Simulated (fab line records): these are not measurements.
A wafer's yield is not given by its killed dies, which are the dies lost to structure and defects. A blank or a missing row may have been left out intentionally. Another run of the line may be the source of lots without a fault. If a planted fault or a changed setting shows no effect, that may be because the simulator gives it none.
2 desks looking at one fault	flow gf180mcu	only its own numbers are on each desk; what lay behind them is given at the end

AT THE TOOL OWNER'S DESK: cvd-w-02
The tool's own readings at GF_V1_CVD_23 (deposits W, target thk 350 nm, time 105.05 s): means of the sampled wafers that have a number, for each lot that ran on this tool. If a lot's mean is further than 4 standard deviations from the usual mean, the lot is out of limits and carries the mark OUT (the distance appears in the brackets).
Columns: A = heater-power-w at GF_V1_CVD_23, usual 948 W
lot	first seen here	A
L449	day 18 03:35	1041
L450	day 18 14:19	964
L451	day 19 11:25	969
L454	day 20 09:56	1051
L456	day 21 01:42	1041
L457	day 21 05:32	1048
L460	day 22 07:28	982
L469	day 25 15:05	1053
L471	day 26 07:37	976
Result from this desk: across the 9 lots, nothing is out of limits.

FROM THE METROLOGY DESK
Lot by lot, what the gauges showed, no matter which tool ran the lot: averages of those sampled wafers that carry a number. If a lot's mean is further than 4 standard deviations from the usual mean, the lot is out of limits and carries the mark OUT (the distance appears in the brackets).
Columns: A = M1_OVL at GF_M1_OVL_MEAS_15, usual 2 nm; B = V1_W_RS at GF_V1_RS_MEAS_24, usual 0.3269 ohm/sq; C = V1_W_THK at GF_V1_THK_MEAS_25, usual 355 nm
lot	first seen here	A	B	C
L449	day 17 01:27	1	0.3227	361
L450	day 17 12:10	4	0.3234	360
L451	day 18 08:59	5	0.3264	360
L454	day 19 06:56	9	0.3268	361
L456	day 19 23:32	-1	0.3296	352
L457	day 20 03:15	3	0.6058 (+99 or more) OUT	224 (-30) OUT
L460	day 21 05:35	4	0.4617 (+50) OUT	287 (-16) OUT
L468	day 24 13:35	-6	0.3289	355
L469	day 24 15:08	-1	0.3286	355
L470	day 24 18:02	4	0.3265	352
L471	day 25 07:53	0	0.3250	355
Finding of this desk: L457, L460 out of limits, first seen on L457 at day 21 05:39 (V1_W_RS at GF_V1_RS_MEAS_24). L449, L450, L451, L454, L456, L468, L469, L470, L471 stayed within limits.

BROUGHT TOGETHER
At day 21 05:39 the metrology desk could have sounded an alarm, on L457, L460.
The tool owner's desk saw nothing out of limits.
On record at the tool owner's desk: L457, L460, within its limits.
All the named lots went through GF_V1_CVD_23 on cvd-w-02.

WHAT THE SIMULATOR PUT IN
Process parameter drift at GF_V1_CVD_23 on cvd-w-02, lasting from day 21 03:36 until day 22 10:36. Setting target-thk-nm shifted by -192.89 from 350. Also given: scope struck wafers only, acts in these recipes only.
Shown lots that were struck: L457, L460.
Delay in hours, fault start to first out-of-limits reading, per desk: metrology desk 2.
